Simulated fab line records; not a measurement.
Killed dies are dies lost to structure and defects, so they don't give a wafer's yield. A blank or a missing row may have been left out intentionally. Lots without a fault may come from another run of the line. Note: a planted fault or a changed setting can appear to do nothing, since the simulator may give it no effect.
A single fault, viewed from 2 desks :: flow gf180mcu :: what lay behind the numbers comes last; until then each desk has only its own

AT THE TOOL OWNER'S DESK: lithoTrack-01
The tool's own readings at GF_M4_PEB_12 (peb time 90 s): means of the sampled wafers that have a number, for each lot that ran on this tool. Any lot whose mean is over 4 standard deviations away from the usual mean is out of limits and marked OUT; that distance is given in the brackets.
Columns: A = heaterPowerTotalW at GF_M4_PEB_12, usual 85.70 W; B = resistLineTempC at GF_M4_PEB_12, usual 23.01 C
lot: L682
first seen here: day 25 03:12
A: 85.65
B: 22.86

lot: L684
first seen here: day 25 20:18
A: 85.70
B: 22.96

lot: L688
first seen here: day 27 03:56
A: 85.64
B: 22.85

lot: L697
first seen here: day 29 21:41
A: 114.39 (+99 or more) OUT
B: 22.86

lot: L698
first seen here: day 30 01:23
A: 114.30 (+99 or more) OUT
B: 23.08
This desk's verdict: out of limits on L697, L698, starting with L697 at day 29 21:41 (heaterPowerTotalW at GF_M4_PEB_12). In limits: L682, L684, L688.

THE METROLOGY DESK
Means of the sampled wafers that have a number, per lot and without regard to the tool the lot ran on: this is what the gauges read. Any lot whose mean is over 4 standard deviations away from the usual mean is out of limits and marked OUT; that distance is given in the brackets.
Columns: A = cdNm at GF_M4_CD_MEAS_14, usual 279.9 nm; B = V4_CVD_00_THK at GF_V4_THK_MEAS_01, usual 600 nm
lot: L677
first seen here: day 23 10:29
A: 279.1
B: 600

lot: L678
first seen here: day 23 19:04
A: 281.2
B: 601

lot: L679
first seen here: day 23 23:10
A: 280.7
B: 603

lot: L682
first seen here: day 25 03:33
A: 281.8
B: 602

lot: L683
first seen here: day 25 17:11
A: 279.8
B: 596

lot: L684
first seen here: day 25 20:39
A: 279.6
B: 603

lot: L685
first seen here: day 26 05:13
A: 279.8
B: 602

lot: L688
first seen here: day 27 04:16
A: 277.8
B: 601

lot: L691
first seen here: day 28 12:50
A: 279.8
B: 602

lot: L692
first seen here: day 28 15:55
A: 280.5
B: 600

lot: L693
first seen here: day 28 20:46
A: 279.6
B: 600

lot: L697
first seen here: day 29 22:01
A: 308.9 (+29) OUT
B: 603

lot: L698
first seen here: day 30 01:43
A: 309.4 (+30) OUT
B: 593

lot: L700
first seen here: day 30 12:43
A: 279.0
B: 597
This desk's verdict: out of limits on L697, L698, starting with L697 at day 29 22:01 (cdNm at GF_M4_CD_MEAS_14). In limits: L677, L678, L679, L682, L683, L684, L685, L688, L691, L692, L693, L700.

BROUGHT TOGETHER
The tool owner's desk could have raised an alarm at day 29 21:41, on L697, L698.
At day 29 22:01 the metrology desk could have sounded an alarm, on L697, L698.
GF_M4_PEB_12 was run on lithoTrack-01 by each of the lots named.

WHAT WAS PUT IN BY THE SIMULATOR
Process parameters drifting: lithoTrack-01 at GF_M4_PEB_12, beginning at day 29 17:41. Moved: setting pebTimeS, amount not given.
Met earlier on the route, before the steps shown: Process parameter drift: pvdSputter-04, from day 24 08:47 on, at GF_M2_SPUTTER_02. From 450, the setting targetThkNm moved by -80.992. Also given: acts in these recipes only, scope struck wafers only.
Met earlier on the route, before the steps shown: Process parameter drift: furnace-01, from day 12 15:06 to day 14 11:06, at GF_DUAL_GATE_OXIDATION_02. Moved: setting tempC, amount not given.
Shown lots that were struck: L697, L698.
Fault start to first reading out of limits, in hours, per desk: tool owner, 4; metrology, 4.
